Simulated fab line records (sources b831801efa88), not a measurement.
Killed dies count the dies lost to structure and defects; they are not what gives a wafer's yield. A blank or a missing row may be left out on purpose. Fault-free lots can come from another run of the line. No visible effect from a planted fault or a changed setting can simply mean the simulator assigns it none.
Matching of chambers :: flow sky130 :: SKY_CONTACT_ETCH_17 on rie_diel-02 has 4 sister chambers
The step etches SiO2 in C4F8/O2/Ar, stops on Si3N4, target depth 340 nm. 4 wafers are shown with their chamber, then 12 later ones without.

## WAFERS WITH THEIR CHAMBER
wafer: L091.4
chamber: 2
oes_product_au (a.u.): 0.889

wafer: L091.6
chamber: 1
oes_product_au (a.u.): 0.880

wafer: L092.1
chamber: 0
oes_product_au (a.u.): 0.889

wafer: L092.6
chamber: 3
oes_product_au (a.u.): 0.887

## WAFERS MISSING THEIR CHAMBER
wafer: L093.1
oes_product_au (a.u.): 0.887

wafer: L093.2
oes_product_au (a.u.): 0.893

wafer: L093.3
oes_product_au (a.u.): 0.891

wafer: L093.4
oes_product_au (a.u.): 0.888

wafer: L093.5
oes_product_au (a.u.): 0.885

wafer: L093.6
oes_product_au (a.u.): 0.901

wafer: L094.2
oes_product_au (a.u.): 0.894

wafer: L094.3
oes_product_au (a.u.): 0.894

wafer: L094.6
oes_product_au (a.u.): 0.887

wafer: L095.4
oes_product_au (a.u.): 0.893

wafer: L095.5
oes_product_au (a.u.): 0.892

wafer: L095.6
oes_product_au (a.u.): 0.891

## EACH ONE'S CHAMBER
wafer: L093.1
from the rows above: can't be placed: 3 or 0 or 2 or 1
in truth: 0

wafer: L093.2
from the rows above: can't be placed: 0 or 2 or 3 or 1
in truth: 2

wafer: L093.3
from the rows above: can't be placed: 0 or 2 or 3 or 1
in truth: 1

wafer: L093.4
from the rows above: can't be placed: 0 or 2 or 3 or 1
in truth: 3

wafer: L093.5
from the rows above: can't be placed: 3 or 0 or 2 or 1
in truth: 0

wafer: L093.6
from the rows above: can't be placed: 0 or 2 or 3 or 1
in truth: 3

wafer: L094.2
from the rows above: can't be placed: 0 or 2 or 3 or 1
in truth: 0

wafer: L094.3
from the rows above: can't be placed: 0 or 2 or 3 or 1
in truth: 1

wafer: L094.6
from the rows above: can't be placed: 3 or 0 or 2 or 1
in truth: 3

wafer: L095.4
from the rows above: can't be placed: 0 or 2 or 3 or 1
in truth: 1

wafer: L095.5
from the rows above: can't be placed: 0 or 2 or 3 or 1
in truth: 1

wafer: L095.6
from the rows above: can't be placed: 0 or 2 or 3 or 1
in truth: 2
Correctly placed: 0 of 12. From these rows, 12 cannot be placed; in 12 the true chamber is one of the candidates. Number placed wrongly: 0.
How it was worked out, from the rows above alone: a wafer's distance from a chamber is the root of the sum, over the readings, of the square of ((its reading less the chamber's mean) divided by the reading's scatter). The wafer belongs to the nearest chamber; if the next one is less than 2 further off, it can't be placed. The mean given for a chamber averages the wafers shown for that chamber. The scatter: root of mean squared gap, hidden wafer to nearest shown wafer, with one shown wafer a chamber.
